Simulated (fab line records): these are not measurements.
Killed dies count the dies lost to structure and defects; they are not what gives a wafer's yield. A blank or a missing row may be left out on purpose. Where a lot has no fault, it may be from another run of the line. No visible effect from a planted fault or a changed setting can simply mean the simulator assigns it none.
One fault through the eyes of 2 desks / flow sky130 / only its own numbers are on each desk; what lay behind them is given at the end

FROM THE METROLOGY DESK
Means of the sampled wafers that have a number, per lot and without regard to the tool the lot ran on: this is what the gauges read. A lot is out of limits, marked OUT, if its mean lies more than 4 standard deviations from the usual mean; the brackets give that distance.
Columns: A = LDD_HVP_TW at SKY_LDD_HVP_TW_MEAS_10, usual 452.3
lot=L509; first seen here=day 21 07:08; A=453.7
lot=L511; first seen here=day 22 05:56; A=449.8
lot=L512; first seen here=day 23 01:31; A=450.5
lot=L515; first seen here=day 24 01:28; A=451.1
lot=L516; first seen here=day 24 07:44; A=454.7
lot=L517; first seen here=day 24 20:57; A=452.7
lot=L520; first seen here=day 25 23:19; A=450.4
lot=L521; first seen here=day 26 04:19; A=454.8
lot=L522; first seen here=day 26 12:01; A=449.6
lot=L525; first seen here=day 27 13:52; A=460.9
lot=L526; first seen here=day 27 23:33; A=452.2
lot=L528; first seen here=day 28 10:00; A=456.7
Finding of this desk: none of the 12 lots has anything out of limits.

TOOL OWNER'S DESK, implanter-01
The tool's own readings at SKY_LDD_HVP_IMPLANT_08: means of the sampled wafers that have a number, for each lot that ran on this tool. A lot is out of limits, marked OUT, if its mean lies more than 4 standard deviations from the usual mean; the brackets give that distance.
Columns: A = doseIonsCm2 at SKY_LDD_HVP_IMPLANT_08, usual 1.7e+13; B = faradayCurrentUA at SKY_LDD_HVP_IMPLANT_08, usual 95.9
lot=L515; first seen here=day 24 01:14; A=1.7e+13; B=95.9
lot=L521; first seen here=day 26 04:04; A=1.7e+13; B=95.7
lot=L522; first seen here=day 26 11:47; A=1.7e+13; B=95.9
lot=L525; first seen here=day 27 13:37; A=1.8e+13 (+57) OUT; B=100.9
lot=L528; first seen here=day 28 09:45; A=1.8e+13 (+54) OUT; B=101.5
This desk's finding: out of limits on L525, L528; first on L525, day 27 13:37 (doseIonsCm2 at SKY_LDD_HVP_IMPLANT_08). L515, L521, L522: within limits.

ALL TOGETHER
The tool owner's desk had the chance to raise an alarm at day 27 13:37 on L525, L528.
The metrology desk saw nothing out of limits.
The metrology desk has L525, L528 on record, within its limits.
Every lot named ran SKY_LDD_HVP_IMPLANT_08 on implanter-01.

WHAT HAD BEEN PUT IN BY THE SIMULATOR
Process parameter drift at SKY_LDD_HVP_IMPLANT_08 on implanter-01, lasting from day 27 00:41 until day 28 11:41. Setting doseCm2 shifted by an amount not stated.
Lots struck among those shown: L525, L528.
Each desk's first reading out of limits, in hours after the fault started: the tool owner's desk, 13.
